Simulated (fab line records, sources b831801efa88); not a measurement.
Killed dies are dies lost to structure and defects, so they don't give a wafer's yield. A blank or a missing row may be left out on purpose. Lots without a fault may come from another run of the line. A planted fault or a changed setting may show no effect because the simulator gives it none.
Which tool did it? | flow gf180mcu | 6 lots, 18 wafers sampled, at 3 steps of a route of 602

WHAT THE GAUGES READ, wafer by wafer
GF_VT_IMPLANT_RS_MEAS_48: measures by four-point-probe.
lot  | measured     | on            | LVPWELL_RS (ohm/sq)
L805 | day 8 18:10  | film_metro-01 | 1190 1185 1186
L808 | day 9 13:02  | film_metro-03 | 1199 1198 1196
L813 | day 10 23:16 | film_metro-03 | 1196 1202 1196
L818 | day 12 07:35 | film_metro-03 | 1194 1276 1194 1194 1278 1194
L822 | day 13 12:12 | film_metro-01 | 1194 1195 1198
L824 | day 13 22:53 | film_metro-04 | 1199 1197 1195

WHICH TOOL RAN EACH LOT (tool, then ch and the chambers of the sampled wafers, then the start)
lot  | GF_LVPWELL_IMPLANT_08          | GF_VT_IMPLANT_STRIP_09
L805 | implanter-01 ch 0, day 4 19:08 | plasma_asher-04 ch 0, day 6 17:05
L808 | implanter-03 ch 0, day 5 12:23 | plasma_asher-03 ch 0,1, day 7 10:02
L813 | implanter-01 ch 0, day 6 16:20 | plasma_asher-04 ch 0,1, day 8 17:43
L818 | implanter-01 ch 0, day 7 20:28 | plasma_asher-04 ch 0,1, day 9 23:20
L822 | implanter-04 ch 0, day 8 19:09 | plasma_asher-02 ch 0,1, day 11 00:31
L824 | implanter-03 ch 0, day 9 04:48 | plasma_asher-03 ch 0,1, day 11 10:46
- GF_LVPWELL_IMPLANT_08
- GF_VT_IMPLANT_STRIP_09: strips in O2/N2.

THE ANSWER, worked out from the rows above alone
Rule: what is usual is taken from the lots themselves. Put in order of their means at a reading, lots are off if they are a third of the lots or fewer, leave a main group of 4 or more, and stand apart from it by a gap of 3 or more times the standard deviation of the main group's means; of several such gaps the widest counts. A main group whose means are all the same, to the digits that the tables above print for the reading, isn't used. A lot without any number at a reading at which 4 lots or more have one is off too. The other lots that the step has rows for count as sound.
Off: L818, at GF_VT_IMPLANT_RS_MEAS_48 (LVPWELL_RS). The main group: mean 1195 ohm/sq, standard deviation 4.1.
A tool fits if, at a process step before that reading, it ran every lot that is off, and no sound lot after the first of them. The gauges at GF_VT_IMPLANT_RS_MEAS_48 are tried like those tools. Can't be told from this: 3 tools fit, implanter-01 at GF_LVPWELL_IMPLANT_08, plasma_asher-04 at GF_VT_IMPLANT_STRIP_09, film_metro-03 at GF_VT_IMPLANT_RS_MEAS_48.

WHAT THE SIMULATOR HAD PUT IN
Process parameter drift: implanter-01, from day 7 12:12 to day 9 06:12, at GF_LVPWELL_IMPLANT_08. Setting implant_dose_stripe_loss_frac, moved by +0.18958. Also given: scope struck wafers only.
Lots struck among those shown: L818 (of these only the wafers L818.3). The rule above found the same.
